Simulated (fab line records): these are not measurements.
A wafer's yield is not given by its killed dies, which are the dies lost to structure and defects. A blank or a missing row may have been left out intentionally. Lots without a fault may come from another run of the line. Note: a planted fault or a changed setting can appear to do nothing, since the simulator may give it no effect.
fab line records + flow gf180mcu
record
- lots=6
- wafers=17
- lastDay=32
route steps=602 shown MIM@518 M5@526
lots that met no fault: from a run of the same line without faults
startH: hours from the record's first day to the start of the lot's first wafer shown + waitH: hours since the lot's step before + " as in the row above + L1.1+2: a single row standing in for several wafers + - no value, or no start given + * or withheld: withheld + < > ~ a bound
route shown NAME@n: names a module that has steps shown in the file, with the first one's number in the route + usual: mean/standard deviation of fault-free wafers + same: alike in all rows + chamber/n: place in a boat + sites: the reading at each site + _std_site: standard deviation of those values + _edge_site: outer sites' mean less inner sites' + radiusMm: for every site, how far away it sits from the centre of the wafer + mask NAME#n: copy n + behind: the most recent tool/chamber to have shaped the wafer + hold: cause of the lot's hold/its duration in hours/its outcome + device: whichever transistor did not switch (one of n, p or np) + end of line: the tests these same wafers got at the end of their route + a step given without rows: its recipe and nothing more + killed: count of dies lost to structure and defects at first sort (not the wafer's yield) + map: per-die view of a wafer (x killed, . not killed, _ where there is no die)
set.NAME: the setting that was run; set.NAME@STEP: the one run at that earlier step + model.NAME: the simulator's own value behind a step, which no gauge read
certain route steps with their lots: each step a table, each wafer a row
services: from which hour (startH, from the record's first day; less than 0 if before it) a tool's chamber was out of use, for how many hours, and why
## steps
# step GF_MIM_SOFTBAKE_15
# recipe
- tempC=90
- timeS=60
- resist=NOVOLAK
# step GF_MIM_EXPOSE_16
# recipe
- maskId=FuseTop
- targetCdNm=2000
- na=0.6
- sourceShape=conventional
- sigmaOuter=0.6
- doseMj=140
# step GF_MIM_PEB_17
# recipe
- tempC=withheld
- timeS=*
- resist=NOVOLAK
# step GF_MIM_DEVELOP_18
# recipe
- developTimeS=60
- devTempC=23
# step GF_MIM_METAL_ETCH_19
# recipe
- chemistry=Cl2/BCl3
- maskMaterial=NOVOLAK
- stopOn=Si3N4
- targetDepthNm=324.5
- pressureMtorr=8
- icpW=800
- biasW=140
- Cl2_flow_sccm=80
- bcl3FlowSccm=40
- timeS=54.1
# usual
- drypumpMotorCurrentA=6.07/0.28
- oesProductAu=0.942/0.0055
- throttleValvePct=28.283/0.01
| lot.wafer | tool        | chamber | startH | waitH | drypumpMotorCurrentA | oesProductAu | rfHoursCounterH | throttleValvePct |
|-----------|-------------|---------|--------|-------|----------------------|--------------|-----------------|------------------|
| L375.1    | rieMetal-02 | 0       | 584.63 | 0.1   | 6.33                 | 0.945        | 10              | 28.272           |
| L375.3    | "           | 0       | "      | "     | 6.34                 | 0.946        | -               | 28.281           |
| L375.5    | "           | 1       | "      | "     | 5.80                 | 0.946        | -               | 28.294           |
| L379.1    | rieMetal-03 | 0       | 619.63 | 0.1   | 5.72                 | 0.931        | 10              | 28.295           |
| L379.2    | "           | 1       | "      | "     | 5.68                 | 0.940        | 7               | 28.286           |
| L379.5    | "           | 0       | "      | "     | 5.72                 | 0.943        | -               | 28.286           |
| L385.3    | rieMetal-03 | 0       | 664.09 | 0.1   | 5.72                 | 0.949        | -               | 28.267           |
| L385.4    | "           | 1       | "      | "     | 5.72                 | 0.946        | -               | 28.272           |
| L385.6    | "           | 1       | "      | "     | 5.72                 | 0.953        | -               | 28.289           |
| L390.1    | rieMetal-02 | 1       | 697.67 | 0.1   | 5.80                 | 0.951        | 4               | 28.292           |
| L390.4    | "           | 1       | "      | "     | 5.78                 | 0.939        | -               | 28.289           |
| L390.6    | "           | 0       | "      | "     | 6.35                 | 0.942        | -               | 28.280           |
| L394.2    | rieMetal-02 | 0       | 724.33 | 0.1   | 6.32                 | 0.940        | 2               | 28.274           |
| L394.5    | "           | 1       | "      | "     | 5.78                 | 0.933        | -               | 28.295           |
| L395.2    | rieMetal-02 | 0       | 732.12 | 0.1   | 6.35                 | 0.937        | 3               | 28.277           |
| L395.4    | "           | 0       | "      | "     | 6.35                 | 0.946        | -               | 28.299           |
| L395.5    | "           | 1       | "      | "     | 5.81                 | 0.939        | -               | 28.303           |
# step GF_MIM_STRIP_20
# recipe
- chemistry=O2/N2
- powerW=1400
- pressureMtorr=1500
- platenTempC=250
- o2FlowSccm=3000
- n2FlowSccm=300
- overashFraction=0.5
# usual
- drypumpMotorCurrentA=5.7/0.5
- heaterPowerW=339/30
- oesProductAu=0.692/0.0052
- platenTempC=250.00/0.18
- stripTimeToEndpointS=11.22/0.052
| lot.wafer | tool           | chamber | startH | waitH | drypumpMotorCurrentA | heaterPowerW | oesProductAu | platenTempC | rfHoursCounterH | stripTimeToEndpointS |
|-----------|----------------|---------|--------|-------|----------------------|--------------|--------------|-------------|-----------------|----------------------|
| L375.1    | plasmaAsher-01 | 0       | 584.70 | 0.0   | 5.8                  | 305          | 0.681        | 250.26      | 48              | 11.25                |
| L375.3    | "              | 0       | "      | "     | 5.8                  | 302          | 0.697        | 249.84      | -               | 11.27                |
| L375.5    | "              | 0       | "      | "     | 5.8                  | 306          | 0.685        | 249.78      | -               | 11.16                |
| L379.1    | plasmaAsher-01 | 0       | 619.70 | 0.0   | 5.8                  | 302          | 0.692        | 249.99      | 50              | 11.27                |
| L379.2    | "              | 1       | "      | "     | 6.0                  | 349          | 0.699        | 250.09      | 50              | 11.34                |
| L379.5    | "              | 1       | "      | "     | 6.0                  | 345          | 0.689        | 250.07      | -               | 11.29                |
| L385.3    | plasmaAsher-04 | 1       | 664.17 | 0.1   | 5.3                  | 381          | 0.684        | 250.15      | -               | 11.24                |
| L385.4    | "              | 0       | "      | "     | 5.3                  | 317          | 0.691        | 249.65      | -               | 11.24                |
| L385.6    | "              | 0       | "      | "     | 5.4                  | 326          | 0.690        | 249.61      | -               | 11.25                |
| L390.1    | plasmaAsher-03 | 0       | 697.74 | 0.0   | 6.6                  | 310          | 0.687        | 250.12      | 111             | 11.16                |
| L390.4    | "              | 1       | "      | "     | 5.4                  | 362          | 0.685        | 249.97      | -               | 11.18                |
| L390.6    | "              | 1       | "      | "     | 5.4                  | 357          | 0.699        | 249.83      | -               | 11.25                |
| L394.2    | plasmaAsher-03 | 1       | 724.40 | 0.0   | 5.4                  | 359          | 0.691        | 250.14      | 113             | 11.25                |
| L394.5    | "              | 0       | "      | "     | 6.6                  | 303          | 0.685        | 249.91      | -               | 11.17                |
| L395.2    | plasmaAsher-03 | 0       | 732.19 | 0.0   | 6.6                  | 306          | 0.697        | 250.12      | 114             | 11.24                |
| L395.4    | "              | 1       | "      | "     | 5.4                  | 353          | 0.695        | 249.94      | -               | 11.23                |
| L395.5    | "              | 1       | "      | "     | 5.4                  | 367          | 0.690        | 249.82      | -               | 11.15                |
# step GF_MIM_STRIP_21
# recipe
- chemistry=postEtchResidueRemover
- timeS=1200
- tempC=72.5
# step GF_MIM_CLEAN_22
# recipe
- chemistry=DIW
- dry=n2Spin
# step GF_M5_DEHYDRATE_00
# recipe
- tempC=200
- timeS=60
# step GF_M5_HMDS_01
# recipe
- primeTimeS=60
- primeTempC=120
# step GF_M5_COAT_02
# recipe
- resist=KrF
- spinRpm=withheld
- resistThkNm=1000
# step GF_M5_SOFTBAKE_03
# recipe
- tempC=130
- timeS=60
- resist=KrF
# step GF_M5_EXPOSE_04
# recipe
- maskId=Metal5
- targetCdNm=280
- na=0.68
- sourceShape=conventional
- sigmaOuter=0.6
- doseMj=28
# usual
- exposureDoseMJCm2=28.000/0.029
- focusOffsetNm=0.0/0.51
| lot.wafer | tool          | chamber | startH | waitH | mask     | exposureDoseMJCm2 | focusOffsetNm |
|-----------|---------------|---------|--------|-------|----------|-------------------|---------------|
| L375.1    | krfScanner-02 | 0       | 595.72 | -     | Metal5#0 | 28.047            | -0.7          |
| L375.3    | "             | 0       | "      | "     | Metal5#0 | 28.016            | -0.2          |
| L375.5    | "             | 0       | "      | "     | Metal5#0 | 28.001            | -0.2          |
| L379.1    | krfScanner-01 | 0       | 630.29 | -     | Metal5#0 | 28.006            | 0.1           |
| L379.2    | "             | 0       | "      | "     | Metal5#0 | 28.003            | -0.7          |
| L379.5    | "             | 0       | "      | "     | Metal5#0 | 27.980            | -0.8          |
| L385.3    | krfScanner-02 | 0       | 674.37 | -     | Metal5#0 | 28.010            | 0.8           |
| L385.4    | "             | 0       | "      | "     | Metal5#0 | 28.001            | 0.5           |
| L385.6    | "             | 0       | "      | "     | Metal5#0 | 27.992            | 0.6           |
| L390.1    | krfScanner-02 | 0       | 707.28 | -     | Metal5#0 | 27.968            | -0.2          |
| L390.4    | "             | 0       | "      | "     | Metal5#0 | 27.943            | 0.8           |
| L390.6    | "             | 0       | "      | "     | Metal5#0 | 27.939            | 0.2           |
| L394.2    | krfScanner-01 | -       | 733.97 | -     | Metal5#0 | -                 | -             |
| L394.5    | "             | -       | "      | "     | Metal5#0 | -                 | -             |
| L395.2    | krfScanner-01 | -       | 741.23 | -     | Metal5#0 | -                 | -             |
| L395.4    | "             | -       | "      | "     | Metal5#0 | -                 | -             |
| L395.5    | "             | -       | "      | "     | Metal5#0 | -                 | -             |
# step GF_M5_PEB_05
# recipe
- pebTempC=135
- pebTimeS=90
- resist=KrF
## services
| tool           | chamber | startH | hours | kind          |
|----------------|---------|--------|-------|---------------|
| krfScanner-01  | -       | 569.98 | 0.7   | repair        |
| krfScanner-01  | -       | 575.49 | 3.6   | pm            |
| rieMetal-02    | 1       | 588.20 | -     | clean         |
| rieMetal-02    | 1       | 588.20 | 12.3  | scheduledDown |
| rieMetal-02    | 1       | 588.20 | 12.3  | ventCycle     |
| krfScanner-02  | -       | 593.50 | 1.0   | pm            |
| rieMetal-03    | 1       | 594.33 | 10.1  | repair        |
| krfScanner-02  | -       | 595.93 | 1.3   | pm            |
| krfScanner-02  | -       | 599.49 | 0.7   | repair        |
| krfScanner-01  | -       | 600.90 | 1.0   | pm            |
| plasmaAsher-01 | -       | 603.34 | 15.6  | pm            |
| plasmaAsher-03 | -       | 610.44 | 0.4   | repair        |
| krfScanner-01  | -       | 624.89 | 1.3   | pm            |
| rieMetal-02    | 0       | 624.92 | -     | clean         |
| rieMetal-02    | 0       | 624.92 | 26.9  | scheduledDown |
| krfScanner-02  | -       | 627.38 | 12.8  | repair        |
| krfScanner-01  | -       | 640.19 | 0.8   | pm            |
| krfScanner-02  | -       | 653.68 | 0.8   | pm            |
| krfScanner-01  | -       | 700.13 | 1.0   | repair        |
| plasmaAsher-04 | -       | 700.79 | 3.7   | repair        |
| plasmaAsher-03 | -       | 702.67 | 2.8   | pm            |
| rieMetal-02    | -       | 702.88 | 4.0   | pm            |
| plasmaAsher-01 | -       | 729.13 | 28.1  | pm            |
| plasmaAsher-03 | -       | 733.75 | 9.0   | pm            |
## key
firstSign
- step=GF_M5_EXPOSE_04
- reading=toolRecord
- direction=missing
effect none on later readings
metAt GF_M5_EXPOSE_04
struckWafers L394.2,L394.5,L395.2,L395.4,L395.5
laterRowsLeftOut L394.2,L394.5,L395.2,L395.4,L395.5
sortLeftOut L394.2,L394.5,L395.2,L395.4,L395.5
testerLeftOut L394,L395
onsetBetween 630.29 733.97
earlierFault
- kind=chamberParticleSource
- tool=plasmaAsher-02
- chamber=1
- onsetH=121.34
- steps=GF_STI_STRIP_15
- ratePerVisitCm2=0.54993
- endH=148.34
earlierFault
- kind=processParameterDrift
- tool=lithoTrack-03
- chamber=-
- onsetH=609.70
- steps=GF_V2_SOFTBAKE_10
- channel=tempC
- offset=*
- shape=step
- endH=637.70
- actsIn=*
- stated=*
fault
- kind=skippedStepWhole
- tool=krfScanner-01
- chamber=-
- onsetH=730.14
- steps=GF_M5_EXPOSE_04
- scope=struckLotsOnly
# testerLeftOut: of these lots the tester's yield and bins aren't shown, on N5 and GAA mostly nor the transistor test; their killed dies are dies lost to structure and defects alone, not to doping, threshold or leakage, so they don't give the yield
# sortLeftOut: the simulated sort isn't trusted on such a fault, so these wafers' sort isn't shown, and their yield isn't known
# laterRowsLeftOut: the simulator's readings of these wafers behind a module that went badly wrong aren't trusted and aren't shown, but for the sort
